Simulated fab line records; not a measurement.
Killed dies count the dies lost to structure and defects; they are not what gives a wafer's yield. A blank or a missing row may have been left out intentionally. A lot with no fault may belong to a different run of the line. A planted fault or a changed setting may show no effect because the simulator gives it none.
Comparing a struck lot with a sound one    flow sky130    19 steps out of a route of 708
Sound: these wafers, L732.3, L732.4, L732.6. Wafers L739.2, L739.3, L739.6 were the ones struck. The cause comes at the end.
At each step with rows: each side's tool, then ch and its chambers, then its first start. Under that, the readings that differ: sound wafers    struck wafers    difference of the means    sigmas: that difference in standard deviations of wafers without a fault.
alike: same words and numbers on both sides, and readings whose means sit less than 2 such deviations apart. not compared: any withheld reading, any reading some wafer has no value for, any bound like >300 that may hide the same value, and any number with overlapping values for which the record gives no deviation.
Wherever a step has rows on one side only, a row that says differs or no value, or a row with sigmas, the two part there. Numbers that don't overlap but have no deviation are shown without sigmas and don't part them. A reading that every wafer of one side lacks parts them only if that side has two wafers or more.

first, 4 steps without rows for these wafers: SKY_VT_ADJUST_PCH_SOFTBAKE_03; SKY_VT_ADJUST_PCH_EXPOSE_04 (exposes mask NWM, target cd 840 nm); SKY_VT_ADJUST_PCH_PEB_05; SKY_VT_ADJUST_PCH_DEVELOP_06 (develop time 60 s).
SKY_VT_ADJUST_PCH_OVL_MEAS_07:
  sound on overlay-02, day 10 16:40; struck on overlay-01, day 13 10:34
  alike: VT_ADJUST_PCH_OVL
following that, these wafers have no rows for 1 step: SKY_VT_ADJUST_PCH_IMPLANT_08.
SKY_VT_ADJUST_PCH_STRIP_09: strips in O2/N2.
  sound on plasma-asher-04 ch 0,1, day 10 16:53; struck on plasma-asher-03 ch 0,1, day 13 10:44
  alike: drypump-motor-current-A, oes-product-au, strip-time-to-endpoint-s
  not compared: rf-hours-counter-h
SKY_VT_ADJUST_PCH_TW_MEAS_10:
  sound on film-metro-04, day 10 16:58; struck on film-metro-04, day 13 10:51
  alike: VT_ADJUST_PCH_TW
then, 4 steps without rows for these wafers: SKY_SONOS_TUNNEL_DEHYDRATE_00 (time 60 s); SKY_SONOS_TUNNEL_HMDS_01 (prime time 60 s); SKY_SONOS_TUNNEL_COAT_02 (resist thk 1140 nm); SKY_SONOS_TUNNEL_SOFTBAKE_03 (time 60 s).
SKY_SONOS_TUNNEL_EXPOSE_04: exposes mask TUNM, target cd 410 nm.
  sound on iline-stepper-02 ch 0, day 11 04:06; struck on iline-stepper-02 ch 0, day 14 00:14
reading                               sound              struck                difference  sigmas
model.SONOS_TUNNEL.overlay-x-nm (nm)  1.479 1.479 1.479  -82.51 -82.51 -82.51  -83.99      
  alike: mask, exposure-dose-mJ-cm2, focus-offset-nm, stage-vel-mm-s
then, 2 steps without rows for these wafers: SKY_SONOS_TUNNEL_PEB_05; SKY_SONOS_TUNNEL_DEVELOP_06 (develop time 60 s).
SKY_SONOS_TUNNEL_CD_MEAS_07 targets a cd of 410 nm.
  sound on cd-sem-02, day 11 15:15; struck on cd-sem-02, day 14 13:17
  alike: cd-nm
SKY_SONOS_TUNNEL_OVL_MEAS_08:
  sound on overlay-02, day 11 15:20; struck on overlay-02, day 14 13:24
reading                sound        struck             difference  sigmas
SONOS_TUNNEL_OVL (nm)  2.1 0.7 1.5  -81.7 -82.0 -81.2  -83.1       -49
following that, these wafers have no rows for 1 step: SKY_SONOS_TUNNEL_IMPLANT_09.
-- here the record skips 34 days between the struck wafers' starts before and after, leaving off in module SONOS_TUNNEL and picking up in module PAD_OPEN (first step shown: number 708 of the route) --
SKY_PAD_OPEN_PROBE_99:
  sound on prober-01, day 46 03:02; struck on prober-02, day 48 07:50
reading                                      sound                    struck                   difference  sigmas
model.etest.sonos-uncharged.r-on-ohm-um      822.5 818.7 807.7        778.5 774.7 780.6        -38.4       
model.etest.sonos-programmed.off-log10-a-um  -14.02 -13.86 -14.03     -13.81 -13.64 -13.54     +0.31       
model.etest.sonos-uncharged.vt-v (V)         -0.4314 -0.4267 -0.4337  -0.5471 -0.5202 -0.4835  -0.0863     
  alike: killed_at_M0_to_M3, killed_at_M4_up, killed-at-contacts, killed-at-front-end, killed-at-other, killed-dies, killed-open, killed-short

WHERE THEY PART
At SKY_SONOS_TUNNEL_OVL_MEAS_08 and nowhere else, as far as this record goes. Later steps at which nothing parts them and some readings are alike: SKY_PAD_OPEN_PROBE_99.

WHY: what had been put in by the simulator
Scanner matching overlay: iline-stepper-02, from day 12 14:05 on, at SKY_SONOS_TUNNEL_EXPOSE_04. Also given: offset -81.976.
